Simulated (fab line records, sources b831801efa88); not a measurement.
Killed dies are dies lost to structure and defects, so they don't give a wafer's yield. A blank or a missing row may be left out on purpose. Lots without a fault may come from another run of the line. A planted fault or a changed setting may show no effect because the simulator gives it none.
A struck lot beside a sound one | flow gf180mcu | 45 steps out of a route of 602
Sound: wafers L535.1, L535.3, L535.4. Struck: wafers L547.1, L547.2, L547.3. The cause comes at the end.
At each step with rows: each side's tool, then ch and its chambers, then its first start. Under that, the readings that differ: sound wafers | struck wafers | difference of the means | sigmas: that difference in standard deviations of wafers without a fault.
alike: readings whose means differ by less than 2 such deviations, and words and numbers that are the same on both sides. not compared: withheld readings, readings that some wafer has no value for, bounds like >300 that may hide the same value, and numbers for which the record gives no deviation and whose values overlap.
The two part at a step that has a row with sigmas, a row that says differs or no value, or rows on one side only. Numbers that don't overlap but have no deviation are shown without sigmas and don't part them. A reading that every wafer of one side lacks parts them only if that side has two wafers or more.

first, 2 steps without rows for these wafers: GF_NWELL_IMPLANT_08; GF_NWELL_IMPLANT_09.
GF_NWELL_STRIP_10: strips in O2/N2.
  sound on plasma_asher-03 ch 0,1, day 3 18:15; struck on plasma_asher-04 ch 0,1, day 6 12:48
  reading                      | sound             | struck            | difference | sigmas
  drypump_motor_current_A (A)  | 5.97 5.97 5.55    | 5.23 5.33 5.31    | -0.54      | -2
  strip_time_to_endpoint_s (s) | 37.09 37.05 37.30 | 36.83 36.90 36.77 | -0.31      | -3
  alike: heater_power_w, oes_product_au
  not compared: rf_hours_counter_h
GF_NWELL_TW_MEAS_11:
  sound on film_metro-03, day 3 18:21; struck on film_metro-01, day 6 12:54
  alike: NWELL_TW
then, 7 steps without rows for these wafers: GF_LVPWELL_DEHYDRATE_00 (time 60 s); GF_LVPWELL_HMDS_01 (prime time 60 s); GF_LVPWELL_COAT_02 (resist thk 3000 nm); GF_LVPWELL_SOFTBAKE_03; GF_LVPWELL_EXPOSE_04 (exposes mask LVPWELL, target cd 600 nm); GF_LVPWELL_PEB_05; GF_LVPWELL_DEVELOP_06 (develop time 60 s).
GF_LVPWELL_OVL_MEAS_07:
  sound on overlay-01, day 4 07:41; struck on overlay-01, day 7 03:52
  alike: LVPWELL_OVL
GF_LVPWELL_IMPLANT_08:
  sound on implanter-02 ch 0, day 4 07:43; struck on implanter-03 ch 0, day 7 03:55
  reading            | sound                           | struck                          | difference | sigmas
  dose_ions_cm2      | 1.4985e+13 1.4994e+13 1.497e+13 | 1.572e+13 1.5721e+13 1.5717e+13 | +7.363e+11 | +41
  faraday_current_uA | 84.1 82.9 84.7                  | 89.9 89.1 88.4                  | +5.2       | +3
then, 1 step without rows for these wafers: GF_LVPWELL_IMPLANT_09.
GF_LVPWELL_STRIP_10: strips in O2/N2.
  sound on plasma_asher-03 ch 0,1, day 4 08:01; struck on plasma_asher-02 ch 0,1, day 7 04:13
  reading                      | sound             | struck            | difference | sigmas
  strip_time_to_endpoint_s (s) | 36.90 36.99 36.99 | 37.22 37.20 37.17 | +0.24      | +3
  alike: drypump_motor_current_A, heater_power_w, oes_product_au
  not compared: rf_hours_counter_h
GF_LVPWELL_TW_MEAS_11:
  sound on film_metro-04, day 4 08:07; struck on film_metro-01, day 7 04:19
  reading    | sound       | struck      | difference | sigmas
  LVPWELL_TW | 561 559 559 | 569 567 570 | +9         | +2
then, 7 steps without rows for these wafers: GF_MVSD_DEHYDRATE_00 (time 60 s); GF_MVSD_HMDS_01 (prime time 60 s); GF_MVSD_COAT_02 (resist thk 3000 nm); GF_MVSD_SOFTBAKE_03; GF_MVSD_EXPOSE_04 (exposes mask MVSD, target cd 1000 nm); GF_MVSD_PEB_05; GF_MVSD_DEVELOP_06 (develop time 60 s).
GF_MVSD_OVL_MEAS_07:
  sound on overlay-01, day 4 21:14; struck on overlay-01, day 7 19:55
  alike: MVSD_OVL
then, 2 steps without rows for these wafers: GF_MVSD_IMPLANT_08; GF_MVSD_IMPLANT_09.
GF_MVSD_STRIP_10: strips in O2/N2.
  sound on plasma_asher-04 ch 0,1, day 4 21:34; struck on plasma_asher-04 ch 0,1, day 7 20:16
  alike: drypump_motor_current_A, heater_power_w, oes_product_au, strip_time_to_endpoint_s
  not compared: rf_hours_counter_h
GF_MVSD_TW_MEAS_11:
  sound on film_metro-04, day 4 21:40; struck on film_metro-01, day 7 20:22
  alike: MVSD_TW
then, 7 steps without rows for these wafers: GF_MVPSD_DEHYDRATE_00 (time 60 s); GF_MVPSD_HMDS_01 (prime time 60 s); GF_MVPSD_COAT_02 (resist thk 3000 nm); GF_MVPSD_SOFTBAKE_03; GF_MVPSD_EXPOSE_04 (exposes mask MVPSD, target cd 1000 nm); GF_MVPSD_PEB_05; GF_MVPSD_DEVELOP_06 (develop time 60 s).
GF_MVPSD_OVL_MEAS_07:
  sound on overlay-02, day 5 11:47; struck on overlay-02, day 8 12:37
  alike: MVPSD_OVL
then, 2 steps without rows for these wafers: GF_MVPSD_IMPLANT_08; GF_MVPSD_IMPLANT_09.
GF_MVPSD_STRIP_10: strips in O2/N2.
  sound on plasma_asher-01 ch 0,1, day 5 12:07; struck on plasma_asher-04 ch 0,1, day 8 12:57
  alike: drypump_motor_current_A, heater_power_w, oes_product_au, strip_time_to_endpoint_s
  not compared: rf_hours_counter_h
GF_MVPSD_TW_MEAS_11:
  sound on film_metro-01, day 5 12:13; struck on film_metro-04, day 8 13:07
  alike: MVPSD_TW
then, 2 steps without rows for these wafers: GF_VT_IMPLANT_DEHYDRATE_00 (time 60 s); GF_VT_IMPLANT_HMDS_01 (prime time 60 s).
-- the record jumps here: 3 days lie between the struck wafers' starts before and after --
GF_VT_IMPLANT_RS_MEAS_48: measures by four-point-probe.
  sound on film_metro-01, day 8 01:52; struck on film_metro-04, day 11 12:15
  reading             | sound          | struck         | difference | sigmas
  LVPWELL_RS (ohm/sq) | 1197 1204 1200 | 1166 1165 1168 | -34        | -11
  not compared: hold
GF_VT_IMPLANT_RS_MEAS_49: measures by four-point-probe.
  sound on film_metro-01, day 8 01:59; struck on film_metro-04, day 11 16:51
  reading | sound | struck                                                                     | difference                   | sigmas
  hold    | - - - | await_dispo/4.3h/release await_dispo/4.3h/release await_dispo/4.3h/release | no value on the sound wafers |
  alike: MVPSD_RS
GF_PASSIVATION_PROBE_99:
  the record has rows for the sound wafers here (prober-01, day 29 16:16) and none for the struck ones

WHERE THEY PART
First at GF_NWELL_STRIP_10; last, within this record, at GF_PASSIVATION_PROBE_99.

WHY: what the simulator had put in
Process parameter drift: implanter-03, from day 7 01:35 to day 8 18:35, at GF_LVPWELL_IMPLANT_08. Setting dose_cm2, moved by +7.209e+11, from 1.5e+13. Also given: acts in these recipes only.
